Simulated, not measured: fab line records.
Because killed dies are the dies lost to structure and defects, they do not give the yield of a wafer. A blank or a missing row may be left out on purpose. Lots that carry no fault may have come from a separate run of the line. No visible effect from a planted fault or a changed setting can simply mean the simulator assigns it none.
A lot that was struck, set against a sound lot	flow sfq-line	15 steps out of a route of 325
Sound: the wafers L364.3, L364.5, L364.6. Struck: wafer L372.4. (L372.2, L372.5 of the same lot were not struck and are left out.) The cause comes at the end.
Each step with rows lists, per side, the tool, then ch with its chambers, then its first start. Under that, the readings that differ: sound wafers	struck wafers	difference of the means	sigmas: that difference in standard deviations of wafers without a fault.
alike: same words and numbers on both sides, and readings whose means sit less than 2 such deviations apart. not compared: any withheld reading, any reading some wafer has no value for, any bound like >300 that may hide the same value, and any number with overlapping values for which the record gives no deviation.
Wherever a step has rows on one side only, a row that says differs or no value, or a row with sigmas, the two part there. Numbers that have no deviation but don't overlap get no sigmas and don't part them. A reading missing from all wafers of one side parts the sides only when that side holds two or more wafers.

first, 1 step without rows for these wafers: SFQ_TRILAYER_M4_STRIP_SOLV_CLEAN_098 (cleans in NMP, time 600 s).
SFQ_TRILAYER_I4_DEP_PECVD_099: deposits SiO2 from SiH4/N2O, time 111.11 s, target thk 500 nm.
  sound on pecvd-02 ch 0,2, day 38 11:33; struck on pecvd-02 ch 2, day 46 22:41
  alike: heater-power-w, showerhead-vpp-V, throttle-valve-pct
SFQ_TRILAYER_I4_CMP_CMP_100: polishes SiO2.
  sound on cmp-02 ch 0,3, day 40 06:25; struck on cmp-01 ch 1, day 48 00:50
reading	sound	struck	difference	sigmas
motor-current-A (A)	9.2 9.9 9.8	11.4	+1.8	+2
  alike: time-to-endpoint-s
SFQ_I4_BOW_MEAS_927:
  sound on film-metro-02, day 40 08:58; struck on film-metro-04, day 48 03:51
  alike: I4_BOW
SFQ_TRILAYER_I4_METRO_MEASURE_101:
  sound on film-metro-02, day 40 09:26; struck on film-metro-04, day 48 04:09
  alike: thk-nm
then, 6 steps without rows for these wafers: SFQ_TRILAYER_I4_VIA_LITHO_COAT_108 (resist thk 62 nm); SFQ_TRILAYER_I4_VIA_LITHO_COAT_103 (resist thk 650 nm); SFQ_TRILAYER_I4_VIA_LITHO_SOFTBAKE_107; SFQ_TRILAYER_I4_VIA_LITHO_EXPOSE_104 (exposes mask I4, target cd 700 nm); SFQ_TRILAYER_I4_VIA_LITHO_PEB_106 (peb time 60 s); SFQ_TRILAYER_I4_VIA_LITHO_DEVELOP_105 (time 60 s).
-- the record jumps here: 5 days lie between the struck wafers' starts before and after --
SFQ_I4_OVL_MEAS_928:
  sound on overlay-01, day 40 12:30; struck on overlay-02, day 52 20:51
  alike: I4_OVL
SFQ_TRILAYER_I4_VIA_BARC_OPEN_VIA_ETCH_146: etches BARC in O2, target depth 125 nm, time 41.7 s.
  sound on rie-diel-02 ch 1,2,3, day 40 12:31; struck on rie-diel-03 ch 0, day 52 20:53
reading	sound	struck	difference	sigmas
model.KrF_of_TRILAYER_I4_VIA_LITHO_COAT_103.thk-nm (nm)	571 572.9 572.5	581.1	+9.0	
  alike: drypump-motor-current-A, oes-product-au
  not compared: rf-hours-counter-h
SFQ_TRILAYER_I4_VIA_ETCH_VIA_ETCH_106: etches SiO2 in CHF3, stops on Nb, target depth 260 nm.
  sound on rie-diel-02 ch 1,2,3, day 40 12:34; struck on rie-diel-03 ch 0, day 52 20:55
reading	sound	struck	difference	sigmas
model.KrF_of_TRILAYER_I4_VIA_LITHO_COAT_103.thk-nm (nm)	526.4 528.6 528.3	536	+8	
  alike: drypump-motor-current-A, oes-product-au
SFQ_TRILAYER_I4_VIA_STRIP_STRIP_107: strips in O2.
  sound on rie-metal-02 ch 0,1, day 40 12:53; struck on rie-metal-01 ch 0, day 52 21:14
  alike: drypump-motor-current-A, oes-product-au
  not compared: rf-hours-counter-h

## WHERE THEY PART
SFQ_TRILAYER_I4_CMP_CMP_100 only, going by this record. Later steps at which nothing parts them and some readings are alike: SFQ_I4_BOW_MEAS_927, SFQ_TRILAYER_I4_METRO_MEASURE_101, SFQ_I4_OVL_MEAS_928, SFQ_TRILAYER_I4_VIA_BARC_OPEN_VIA_ETCH_146, SFQ_TRILAYER_I4_VIA_ETCH_VIA_ETCH_106, SFQ_TRILAYER_I4_VIA_STRIP_STRIP_107.

WHY: whatever the simulator had introduced
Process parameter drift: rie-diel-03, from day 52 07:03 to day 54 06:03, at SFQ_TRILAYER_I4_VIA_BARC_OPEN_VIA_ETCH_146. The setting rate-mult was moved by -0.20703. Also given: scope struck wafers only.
